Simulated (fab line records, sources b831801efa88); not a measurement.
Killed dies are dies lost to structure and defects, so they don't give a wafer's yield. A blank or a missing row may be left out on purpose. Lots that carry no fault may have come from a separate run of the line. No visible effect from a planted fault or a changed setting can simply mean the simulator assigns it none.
Code-filled problem report in 8D (eight disciplines) form || flow gf180mcu || the parts of the form that need people (team, actions taken, sign-off) are left out

## 1. WHAT WENT WRONG
Mean NSD_RS at GF_PSD_RS_MEAS_14: 46.79 ohm/sq over 6 wafers in 2 lots; fault-free wafers: 46.14 ohm/sq, standard deviation 0.093. Relative to the usual mean, that is a shift of +7.0 standard deviations.
The step: measures by four-point-probe.
Earliest sighting: wafer L274.2 on film_metro-04 at day 19 08:12. Wafers with a number at this step in the record: 39, from 13 lots. Rule for "out", or "out of limits": more than 4 standard deviations from the usual mean. All remaining wafers that have a number are taken as sound.

## 2. WHAT IT IS, AND WHAT IT ISN'T
{"question": "which readings at this step", "is": "NSD_RS", "is not": "-"}
{"question": "which lots", "is": "L274, L275", "is not": "L261, L263, L264, L265, L266, L268, L269, L271, L276, L278, L283"}
{"question": "which wafers of those lots", "is": "all that have a number", "is not": "-"}
{"question": "read on which gauges", "is": "film_metro-03, film_metro-04", "is not": "film_metro-02"}
{"question": "when", "is": "from day 19 08:12", "is not": "up to then (24 sound wafers); but 9 sound wafers of L276, L278, L283 came after"}

## 3. THE SUSPECTS, EACH WITH WHAT RULES IT OUT
Counting: a tool at a process step up to the reading stays a suspect if it ran every lot that is out and no sound lot after the first of them.
- ruled out: the gauge at GF_PSD_RS_MEAS_14. The wafers that are out were read on 2 gauges (film_metro-03, film_metro-04).
- implanter-01 at GF_NSD_IMPLANT_09: ruled out as a lasting fault. Sound lots L283 ran on it after its first lot that is out, L274 (day 18 07:11).
Left after counting: nothing in the record.

## 4. THE CAUSE (what the simulator had put in)
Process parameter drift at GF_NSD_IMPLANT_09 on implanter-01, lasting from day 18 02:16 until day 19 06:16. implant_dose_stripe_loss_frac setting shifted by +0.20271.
Counting ruled it out, wrongly: the rule takes a fault to strike every lot that its tool runs from its start on, and this one did not.

## 5. THE CHAIN OF EFFECTS, in route order
Each row: a reading whose mean over the struck wafers that have a number lies more than 3 standard deviations from the usual. Only readings for which the record gives a usual standard deviation are gone through. hours: the time from each lot's start at the first step in this table that gives one to its start at this step, as a median over the lots. sigmas: the change in usual standard deviations.
{"hours": 0, "step": "GF_NSD_STRIP_11", "reading": "strip_time_to_endpoint_s", "usual": "22.94 s", "on struck wafers": 22.48, "change": -0.46, "sigmas": -13}
{"hours": 25, "step": "GF_PSD_RS_MEAS_14", "reading": "NSD_RS", "usual": "46.14 ohm/sq", "on struck wafers": 46.79, "change": "+0.65", "sigmas": "+7.0"}
Process steps it contains:
- GF_NSD_STRIP_11: strips in O2/N2.

## 6. WHAT WOULD HAVE CAUGHT IT SOONER
The first out-of-limits reading at a measuring or inspecting step in this record came at day 19 08:12, 30 hours after the fault's start at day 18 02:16.
